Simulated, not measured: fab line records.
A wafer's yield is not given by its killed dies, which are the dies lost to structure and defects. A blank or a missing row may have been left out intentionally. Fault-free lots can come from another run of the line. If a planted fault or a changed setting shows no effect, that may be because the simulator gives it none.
fab line records -- flow sky130
record lots=13, wafers=39, last-day=50
route steps=708 shown FIELD_ISO@18 NWELL@65 PWDE@84 PAD_OPEN@708
lots that met no fault: from a run of the same line without faults
start-h: hours from the record's first day to the start of the lot's first wafer shown -- wait-h: time in hours since the lot's previous step -- " the same as in the row above -- L1.1+2: a row that stands for several wafers -- - no value, or no start was given -- * or withheld: withheld -- < > ~ a bound
route shown NAME@n: NAME is a module with steps in the file, n the number in the route of the first one -- usual: mean and standard deviation over wafers with no fault -- same: alike in all rows -- chamber/n: place in a boat -- sites: readings site by site -- _std_site: standard deviation of those values -- _edge_site: inner sites' mean taken away from outer sites' mean -- radius-mm: for every site, how far away it sits from the centre of the wafer -- mask NAME#n: copy n -- behind: the most recent tool/chamber to have shaped the wafer -- hold: what put the lot on hold/how long, in hours/how the hold closed -- device: names the non-switching transistor (n, p or np) -- end of line: the route-end tests of the same wafers -- a step without rows: its recipe alone -- killed: dies that structure and defects cost at the first sort, which is not the same as the wafer's yield -- map: a wafer's dies, x killed, . not, _ none there
set.NAME: the setting as run; set.NAME@STEP: as run at that earlier step -- model.NAME: the simulator's own value behind a step, which no gauge read
the route's steps for a sample of lots (tables are steps, rows are wafers)
services: the hour from which a tool's chamber was out of use, counted from the record's first day as start-h (under 0 if before that day), plus the number of hours and why
## steps
# step SKY_FIELD_ISO_ETCH_17
# recipe target-depth-a=3420, mask-material=Si3N4, chemistry=HBr/Cl2/O2, target=Si, taper-deg=5, icp-w=600, bias-w=150, pressure-mtorr=15, HBr_flow_sccm=150, Cl2_flow_sccm=40, O2_flow_sccm=6, time-s=97.7
# usual bias-w=150.0/0.52, drypump-motor-current-A=5.7/0.38, oes-product-au=1.005/0.0079, throttle-valve-pct=25.653/0.011
lot.wafer,tool,chamber,start-h,wait-h,bias-w,drypump-motor-current-A,oes-product-au,rf-hours-counter-h,throttle-valve-pct
L822.3,rie-si-01,0,29.16,0.0,149.9,5.9,1.013,1,25.652
L822.5,rie-si-01,2,29.16,0.0,150.2,5.5,1.014,-,25.646
L822.6,rie-si-01,1,29.16,0.0,150.1,6.1,1.012,-,25.650
L823.2,rie-si-02,3,35.47,0.1,149.8,5.2,1.009,114,25.662
L823.3,rie-si-02,1,35.47,0.1,150.0,5.2,1.005,37,25.653
L823.4,rie-si-02,2,35.47,0.1,150.6,6.4,1.010,2,25.666
L824.2,rie-si-01,2,38.92,0.1,149.3,5.4,1.003,146,25.640
L824.3,rie-si-01,0,38.92,0.1,149.6,5.9,0.992,1,25.655
L824.6,rie-si-01,1,38.92,0.1,150.1,6.1,1.003,-,25.670
L826.2,rie-si-01,1,49.69,0.1,149.1,6.1,0.998,1,25.652
L826.5,rie-si-01,1,49.69,0.1,149.6,6.1,1.013,-,25.634
L826.6,rie-si-01,0,49.69,0.1,149.5,5.9,1.010,-,25.636
L827.1,rie-si-02,1,55.46,0.1,149.9,5.2,0.999,37,25.658
L827.3,rie-si-02,3,55.46,0.1,150.5,5.2,1.018,114,25.646
L827.6,rie-si-02,1,55.46,0.1,150.5,5.2,1.000,-,25.665
L834.1,rie-si-01,3,90.36,0.1,150.5,5.4,1.000,140,25.642
L834.2,rie-si-01,1,90.36,0.1,150.1,6.1,0.996,2,25.650
L834.6,rie-si-01,3,90.36,0.1,149.4,5.4,1.008,-,25.657
L835.3,rie-si-02,1,96.51,0.0,149.6,5.2,1.003,38,25.652
L835.4,rie-si-02,2,96.51,0.0,150.9,6.4,1.006,2,25.646
L835.6,rie-si-02,1,96.51,0.0,150.4,5.2,0.990,-,25.645
L836.2,rie-si-01,1,100.41,0.1,150.0,6.1,1.005,2,25.658
L836.3,rie-si-01,3,100.41,0.1,150.4,5.4,1.014,140,25.633
L836.5,rie-si-01,1,100.41,0.1,148.8,6.1,1.000,-,25.638
L840.3,rie-si-02,1,123.01,0.0,149.5,5.2,0.996,38,25.650
L840.4,rie-si-02,2,123.01,0.0,150.2,6.3,1.005,3,25.655
L840.5,rie-si-02,0,123.01,0.0,150.8,5.6,1.003,-,25.665
L841.2,rie-si-02,3,129.16,0.1,150.4,5.2,1.002,115,25.651
L841.3,rie-si-02,2,129.16,0.1,150.8,6.3,0.996,3,25.660
L841.4,rie-si-02,0,129.16,0.1,150.5,5.6,1.002,78,25.649
L842.1,rie-si-01,2,133.31,0.1,150.4,5.5,1.008,0,25.644
L842.4,rie-si-01,1,133.31,0.1,149.8,6.1,1.000,-,25.656
L842.6,rie-si-01,0,133.31,0.1,149.3,5.9,1.008,-,25.668
L843.1,rie-si-01,2,137.84,0.1,149.0,5.5,1.012,0,25.653
L843.4,rie-si-01,2,137.84,0.1,149.4,5.5,1.015,-,25.651
L843.6,rie-si-01,0,137.84,0.1,150.4,5.9,1.012,-,25.654
L844.3,rie-si-01,3,145.71,0.0,149.3,5.3,1.008,0,25.654
L844.4,rie-si-01,1,145.71,0.0,149.6,6.1,1.000,2,25.659
L844.5,rie-si-01,1,145.71,0.0,150.2,6.1,1.003,-,25.655
# step SKY_NWELL_IMPLANT_12
# recipe species=P, energy-kev=120, dose-cm2=1.3e+12, tilt-deg=withheld
# usual beam-energy-keV=120.00/0.034
lot.wafer,tool,chamber,start-h,wait-h,beam-energy-keV
L822.3,implanter-01,0,88.78,0.1,120.00
L822.5,implanter-01,0,88.78,0.1,120.01
L822.6,implanter-01,0,88.78,0.1,119.97
L823.2,implanter-02,0,91.38,0.1,119.99
L823.3,implanter-02,0,91.38,0.1,120.05
L823.4,implanter-02,0,91.38,0.1,120.01
L824.2,implanter-02,0,94.16,0.1,119.98
L824.3,implanter-02,0,94.16,0.1,119.94
L824.6,implanter-02,0,94.16,0.1,119.94
L826.2,implanter-01,0,104.50,0.1,120.04
L826.5,implanter-01,0,104.50,0.1,120.06
L826.6,implanter-01,0,104.50,0.1,119.99
L827.1,implanter-02,0,114.16,0.1,119.96
L827.3,implanter-02,0,114.16,0.1,119.96
L827.6,implanter-02,0,114.16,0.1,119.93
L834.1,implanter-04,0,156.60,0.1,141.14
L834.2,implanter-04,0,156.60,0.1,141.13
L834.6,implanter-04,0,156.60,0.1,141.12
L835.3,implanter-04,0,161.13,0.1,141.13
L835.4,implanter-04,0,161.13,0.1,141.12
L835.6,implanter-04,0,161.13,0.1,141.13
L836.2,implanter-04,0,166.13,0.1,141.12
L836.3,implanter-04,0,166.13,0.1,141.07
L836.5,implanter-04,0,166.13,0.1,141.17
L840.3,implanter-02,0,191.31,0.1,120.03
L840.4,implanter-02,0,191.31,0.1,120.04
L840.5,implanter-02,0,191.31,0.1,119.99
L841.2,implanter-02,0,198.60,0.1,119.95
L841.3,implanter-02,0,198.60,0.1,120.02
L841.4,implanter-02,0,198.60,0.1,119.99
L842.1,implanter-02,0,202.23,0.1,120.01
L842.4,implanter-02,0,202.23,0.1,120.01
L842.6,implanter-02,0,202.23,0.1,120.03
L843.1,implanter-02,0,208.51,0.1,120.05
L843.4,implanter-02,0,208.51,0.1,120.06
L843.6,implanter-02,0,208.51,0.1,120.08
L844.3,implanter-02,0,214.69,0.1,119.98
L844.4,implanter-02,0,214.69,0.1,119.92
L844.5,implanter-02,0,214.69,0.1,119.98
# step SKY_NWELL_STRIP_14
# recipe chemistry=O2/N2, power-w=1400, pressure-mtorr=1500, platen-temp-c=withheld, o2-flow-sccm=3000, n2-flow-sccm=300, overash-fraction=0.5
# usual drypump-motor-current-A=5.7/0.45, oes-product-au=0.723/0.0044, strip-time-to-endpoint-s=36.93/0.12
lot.wafer,tool,chamber,start-h,wait-h,drypump-motor-current-A,oes-product-au,rf-hours-counter-h,strip-time-to-endpoint-s
L822.3,plasma-asher-01,0,89.06,0.1,5.7,0.724,-,36.77
L822.5,plasma-asher-01,0,89.06,0.1,5.7,0.720,-,36.82
L822.6,plasma-asher-01,1,89.06,0.1,5.9,0.723,-,36.83
L823.2,plasma-asher-01,0,91.66,0.1,5.7,0.724,38,36.86
L823.3,plasma-asher-01,1,91.66,0.1,5.9,0.724,-,36.87
L823.4,plasma-asher-01,0,91.66,0.1,5.7,0.730,-,36.82
L824.2,plasma-asher-01,0,94.43,0.1,5.8,0.717,39,36.96
L824.3,plasma-asher-01,1,94.43,0.1,5.9,0.725,-,37.02
L824.6,plasma-asher-01,0,94.43,0.1,5.7,0.715,-,37.06
L826.2,plasma-asher-01,0,104.77,0.1,5.8,0.722,40,37.26
L826.5,plasma-asher-01,0,104.77,0.1,5.8,0.725,-,37.25
L826.6,plasma-asher-01,1,104.77,0.1,5.9,0.719,-,37.15
L827.1,plasma-asher-03,1,114.46,0.1,6.5,0.727,41,36.94
L827.3,plasma-asher-03,1,114.46,0.1,6.5,0.724,-,36.96
L827.6,plasma-asher-03,0,114.46,0.1,6.0,0.729,-,37.06
L834.1,plasma-asher-01,1,156.90,0.1,5.9,0.720,4,36.85
L834.2,plasma-asher-01,0,156.90,0.1,5.7,0.725,4,36.89
L834.6,plasma-asher-01,1,156.90,0.1,5.9,0.729,-,36.82
L835.3,plasma-asher-03,1,161.41,0.1,6.5,0.725,-,36.96
L835.4,plasma-asher-03,0,161.41,0.1,6.1,0.717,-,36.93
L835.6,plasma-asher-03,1,161.41,0.1,6.5,0.719,-,37.01
L836.2,plasma-asher-03,1,166.41,0.1,6.5,0.723,46,37.03
L836.3,plasma-asher-03,1,166.41,0.1,6.5,0.724,-,37.01
L836.5,plasma-asher-03,0,166.41,0.1,6.1,0.721,-,36.96
L840.3,plasma-asher-04,0,191.59,0.1,5.0,0.721,-,36.92
L840.4,plasma-asher-04,1,191.59,0.1,5.4,0.728,-,36.84
L840.5,plasma-asher-04,1,191.59,0.1,5.4,0.721,-,36.86
L841.2,plasma-asher-04,1,198.87,0.1,5.4,0.717,40,36.92
L841.3,plasma-asher-04,0,198.87,0.1,5.0,0.718,-,36.85
L841.4,plasma-asher-04,1,198.87,0.1,5.4,0.720,-,36.87
L842.1,plasma-asher-04,0,202.53,0.1,5.0,0.718,40,36.94
L842.4,plasma-asher-04,1,202.53,0.1,5.4,0.722,-,37.02
L842.6,plasma-asher-04,0,202.53,0.1,5.0,0.721,-,36.87
L843.1,plasma-asher-04,1,208.81,0.1,5.4,0.718,41,36.90
L843.4,plasma-asher-04,0,208.81,0.1,5.0,0.725,-,36.87
L843.6,plasma-asher-04,1,208.81,0.1,5.4,0.729,-,36.95
L844.3,plasma-asher-01,1,214.98,0.1,5.9,0.725,-,37.06
L844.4,plasma-asher-01,0,214.98,0.1,5.7,0.721,-,37.02
L844.5,plasma-asher-01,1,214.98,0.1,5.9,0.720,-,37.12
# step SKY_NWELL_RS_MEAS_31
# recipe thk-meas-gauge=four-point-probe
# usual PWDE_RS=5275/19
lot.wafer,tool,chamber,start-h,wait-h,PWDE_RS[ohm/sq]
L822.3,film-metro-03,-,107.20,0.1,5263
L822.5,film-metro-03,-,107.20,0.1,5293
L822.6,film-metro-03,-,107.20,0.1,5263
L823.2,film-metro-03,-,109.20,0.1,5261
L823.3,film-metro-03,-,109.20,0.1,5289
L823.4,film-metro-03,-,109.20,0.1,5272
L824.2,film-metro-03,-,113.00,0.1,5289
L824.3,film-metro-03,-,113.00,0.1,5277
L824.6,film-metro-03,-,113.00,0.1,5307
L826.2,film-metro-04,-,123.40,0.1,5274
L826.5,film-metro-04,-,123.40,0.1,5296
L826.6,film-metro-04,-,123.40,0.1,5294
L827.1,film-metro-03,-,134.46,0.1,5304
L827.3,film-metro-03,-,134.46,0.1,5313
L827.6,film-metro-03,-,134.46,0.1,5320
L834.1,film-metro-02,-,179.19,0.1,5294
L834.2,film-metro-02,-,179.19,0.1,5308
L834.6,film-metro-02,-,179.19,0.1,5293
L835.3,film-metro-03,-,182.82,0.1,5290
L835.4,film-metro-03,-,182.82,0.1,5284
L835.6,film-metro-03,-,182.82,0.1,5270
L836.2,film-metro-03,-,188.59,0.1,5255
L836.3,film-metro-03,-,188.59,0.1,5253
L836.5,film-metro-03,-,188.59,0.1,5258
L840.3,film-metro-02,-,213.35,0.1,5261
L840.4,film-metro-02,-,213.35,0.1,5278
L840.5,film-metro-02,-,213.35,0.1,5287
L841.2,film-metro-02,-,220.93,0.1,5245
L841.3,film-metro-02,-,220.93,0.1,5239
L841.4,film-metro-02,-,220.93,0.1,5263
L842.1,film-metro-04,-,225.57,0.1,5288
L842.4,film-metro-04,-,225.57,0.1,5279
L842.6,film-metro-04,-,225.57,0.1,5284
L843.1,film-metro-02,-,231.81,0.1,5273
L843.4,film-metro-02,-,231.81,0.1,5253
L843.6,film-metro-02,-,231.81,0.1,5257
L844.3,film-metro-03,-,238.57,0.1,5259
L844.4,film-metro-03,-,238.57,0.1,5267
L844.5,film-metro-03,-,238.57,0.1,5256
# step SKY_PAD_OPEN_PROBE_99
# usual killed_at_M0_to_M3=43/7.3, killed_at_M4_up=3.1/1.8, killed-at-contacts=24/5.4, killed-at-front-end=15/4.1, killed-at-other=0.2/0.52, killed-dies=86/10, killed-open=47/7.3, killed-short=39/6.4
# same gross-dies=492, killed-at-back-side=0
lot.wafer,tool,chamber,start-h,wait-h,killed_at_M0_to_M3,killed_at_M4_up,killed-at-contacts,killed-at-front-end,killed-at-other,killed-dies,killed-open,killed-short
L822.3,prober-01,-,1074.98,0.2,44,4,22,11,0,81,36,45
L822.5,prober-01,-,1075.08,0.2,34,5,19,13,0,71,33,37
L822.6,prober-01,-,1075.13,0.2,39,2,23,9,0,73,40,33
L836.2,prober-01,-,1157.45,0.1,45,1,39,15,0,100,58,41
L836.3,prober-01,-,1157.50,0.2,46,3,18,20,0,87,46,41
L836.5,prober-01,-,1157.60,0.2,45,0,23,14,0,82,45,36
L840.3,prober-02,-,1175.71,0.2,54,3,27,23,0,107,60,47
L840.4,prober-02,-,1175.76,0.2,39,0,29,15,1,84,46,38
L840.5,prober-02,-,1175.81,0.2,37,0,34,14,0,85,47,38
L841.2,prober-02,-,1184.07,0.1,36,4,22,17,2,81,43,38
L841.3,prober-02,-,1184.12,0.2,55,4,18,14,1,92,52,40
L841.4,prober-02,-,1184.17,0.2,36,3,23,14,0,76,43,33
L842.1,prober-01,-,1185.13,0.1,36,4,19,21,0,80,40,40
L842.4,prober-01,-,1185.28,0.2,43,5,23,11,0,82,47,33
L842.6,prober-01,-,1185.38,0.2,38,2,30,19,0,89,60,28
L843.1,prober-02,-,1190.63,0.1,43,5,26,16,0,90,57,33
L843.4,prober-02,-,1190.78,0.2,38,4,25,15,1,83,37,45
L843.6,prober-02,-,1190.88,0.2,28,1,20,16,0,65,38,27
# killed by level:class
L822.3 VIA1:geometric-particle:open=11 CONTACT:geometric-particle:open=9 METAL1:geometric-particle:short=9 CONTACT:geometric-particle:short=6 METAL3:geometric-particle:short=6 VIA1:geometric-particle:short=4 SPACER:geometric-particle:short=3 LOCAL_INTERCONNECT:geometric-particle:short=3
L822.5 VIA1:geometric-particle:open=10 LI_CONTACT:geometric-particle:open=6 CONTACT:geometric-particle:open=6 METAL4:geometric-particle:short=5 VIA1:geometric-particle:short=5 FIELD_ISO:geometric-particle:open=4 CONTACT:geometric-particle:short=4 METAL2:geometric-particle:short=4
L822.6 CONTACT:geometric-particle:open=12 VIA1:geometric-particle:open=11 METAL2:geometric-particle:short=8 CONTACT:geometric-particle:short=7 METAL1:geometric-particle:short=4 VIA2:geometric-particle:open=4 FIELD_ISO:geometric-particle:short=3 LI_CONTACT:geometric-particle:open=3
L836.2 CONTACT:geometric-particle:open=18 VIA1:geometric-particle:open=10 LI_CONTACT:geometric-particle:open=9 VIA1:geometric-particle:short=7 METAL1:geometric-particle:short=6 VIA2:geometric-particle:open=6 VIA3:geometric-particle:open=6 LOCAL_INTERCONNECT:geometric-particle:short=5
L836.3 FIELD_ISO:geometric-particle:open=9 VIA1:geometric-particle:open=9 LOCAL_INTERCONNECT:geometric-particle:short=7 METAL1:geometric-particle:short=6 METAL1:geometric-particle:open=6 FIELD_ISO:geometric-particle:short=5 VIA2:geometric-particle:open=5 CONTACT:geometric-particle:open=5
L836.5 VIA3:geometric-particle:open=9 CONTACT:geometric-particle:open=8 VIA1:geometric-particle:open=8 CONTACT:geometric-particle:short=6 VIA2:geometric-particle:open=6 FIELD_ISO:geometric-particle:short=5 LI_CONTACT:geometric-particle:open=5 METAL2:geometric-particle:short=4
L840.3 VIA1:geometric-particle:open=11 CONTACT:geometric-particle:open=11 VIA3:geometric-particle:open=9 FIELD_ISO:geometric-particle:open=8 METAL2:geometric-particle:short=8 VIA1:geometric-particle:short=7 LOCAL_INTERCONNECT:geometric-particle:short=7 VIA2:geometric-particle:open=7
L840.4 VIA1:geometric-particle:open=12 CONTACT:geometric-particle:open=10 LOCAL_INTERCONNECT:geometric-particle:short=7 FIELD_ISO:geometric-particle:open=6 LI_CONTACT:geometric-particle:open=6 METAL2:geometric-particle:short=6 METAL1:geometric-particle:short=5 VIA3:geometric-particle:open=5
L840.5 CONTACT:geometric-particle:open=14 METAL1:geometric-particle:short=9 VIA1:geometric-particle:open=8 LOCAL_INTERCONNECT:geometric-particle:short=6 LI_CONTACT:geometric-particle:open=5 POLY_GATE:geometric-particle:short=4 VIA2:geometric-particle:open=4 METAL2:geometric-particle:short=4
L841.2 CONTACT:geometric-particle:open=10 VIA2:geometric-particle:open=7 VIA3:geometric-particle:open=6 VIA1:geometric-particle:open=6 METAL1:geometric-particle:short=5 FIELD_ISO:geometric-particle:short=4 LI_CONTACT:geometric-particle:open=4 LI_CONTACT:geometric-particle:short=4
L841.3 METAL1:geometric-particle:short=12 VIA3:geometric-particle:open=10 VIA1:geometric-particle:open=10 CONTACT:geometric-particle:open=7 VIA2:geometric-particle:open=6 FIELD_ISO:geometric-particle:open=5 LI_CONTACT:geometric-particle:open=5 VIA1:geometric-particle:short=4
L841.4 VIA1:geometric-particle:open=9 LI_CONTACT:geometric-particle:open=8 CONTACT:geometric-particle:open=8 FIELD_ISO:geometric-particle:short=5 POLY_GATE:geometric-particle:open=5 VIA3:geometric-particle:open=5 VIA1:geometric-particle:short=4 VIA3:geometric-particle:short=4
L842.1 METAL1:geometric-particle:short=8 LI_CONTACT:geometric-particle:open=7 CONTACT:geometric-particle:open=7 VIA1:geometric-particle:open=7 FIELD_ISO:geometric-particle:open=6 POLY_GATE:geometric-particle:short=6 METAL2:geometric-particle:short=4 FIELD_ISO:geometric-particle:short=3
L842.4 VIA1:geometric-particle:open=12 LI_CONTACT:geometric-particle:open=10 VIA2:geometric-particle:open=7 CONTACT:geometric-particle:open=6 VIA1:geometric-particle:short=5 METAL2:geometric-particle:short=4 METAL1:geometric-particle:short=4 FIELD_ISO:geometric-particle:open=3
L842.6 LI_CONTACT:geometric-particle:open=13 CONTACT:geometric-particle:open=10 VIA1:geometric-particle:open=9 POLY_GATE:geometric-particle:open=7 VIA2:geometric-particle:open=7 FIELD_ISO:geometric-particle:open=5 POLY_GATE:geometric-particle:short=4 METAL3:geometric-particle:short=4
L843.1 VIA1:geometric-particle:open=15 CONTACT:geometric-particle:open=10 LI_CONTACT:geometric-particle:open=9 VIA1:geometric-particle:short=7 POLY_GATE:geometric-particle:open=5 VIA3:geometric-particle:open=5 METAL1:geometric-particle:short=4 POLY_GATE:geometric-particle:short=4
L843.4 VIA1:geometric-particle:open=11 CONTACT:geometric-particle:open=10 CONTACT:geometric-particle:short=6 METAL1:geometric-particle:short=6 FIELD_ISO:geometric-particle:short=5 LI_CONTACT:geometric-particle:open=5 POLY_GATE:geometric-particle:short=4 METAL2:geometric-particle:short=4
L843.6 POLY_GATE:geometric-particle:open=8 CONTACT:geometric-particle:open=8 VIA1:geometric-particle:open=8 LI_CONTACT:geometric-particle:open=5 VIA3:geometric-particle:open=5 FIELD_ISO:geometric-particle:short=3 VIA1:geometric-particle:short=3 CONTACT:geometric-particle:short=3
## services
tool,chamber,start-h,hours,kind
rie-si-01,-,24.51,0.5,repair
rie-si-01,-,34.12,0.9,repair
implanter-04,-,42.50,35.4,pm
plasma-asher-01,-,43.17,3.7,repair
implanter-01,-,49.24,3.4,repair
implanter-02,-,50.54,4.6,repair
implanter-02,-,58.25,5.3,repair
rie-si-01,2,58.47,6.2,repair
rie-si-01,3,59.74,4.4,repair
rie-si-02,2,65.25,4.6,repair
rie-si-02,2,73.32,12.0,repair
rie-si-01,1,74.35,2.1,repair
plasma-asher-04,-,74.60,2.3,repair
plasma-asher-03,-,89.49,14.6,pm
plasma-asher-01,-,108.75,9.0,pm
implanter-04,-,109.16,4.5,pm
implanter-01,-,126.24,103.9,pm
plasma-asher-03,-,136.41,10.1,repair
implanter-02,-,149.04,1.9,repair
implanter-02,-,155.78,9.3,repair
rie-si-02,0,183.50,6.7,repair
implanter-04,-,184.97,1.8,pm
plasma-asher-04,-,193.66,5.1,repair
plasma-asher-03,-,214.73,5.4,repair
## key
first-sign step=SKY_NWELL_IMPLANT_12, reading=beam-energy-keV, direction=up, sigmas=99+, usual=*, struck=*
effect none on later readings
met-at SKY_NWELL_IMPLANT_12
struck-lots L834,L835,L836
tester-left-out L834,L835,L836
not-acting-at SKY_FIELD_ISO_ETCH_17,SKY_NWELL_STRIP_14,SKY_NWELL_RS_MEAS_31
fault kind=process-parameter-drift, tool=implanter-04, chamber=-, onset-h=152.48, steps=SKY_NWELL_IMPLANT_12, channel=energy-kev, offset=*, shape=step, end-h=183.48, acts-in=*, stated=*
# tester-left-out: of these lots the tester's yield and bins aren't shown, on N5 and GAA mostly nor the transistor test; their killed dies are dies lost to structure and defects alone, not to doping, threshold or leakage, so they don't give the yield
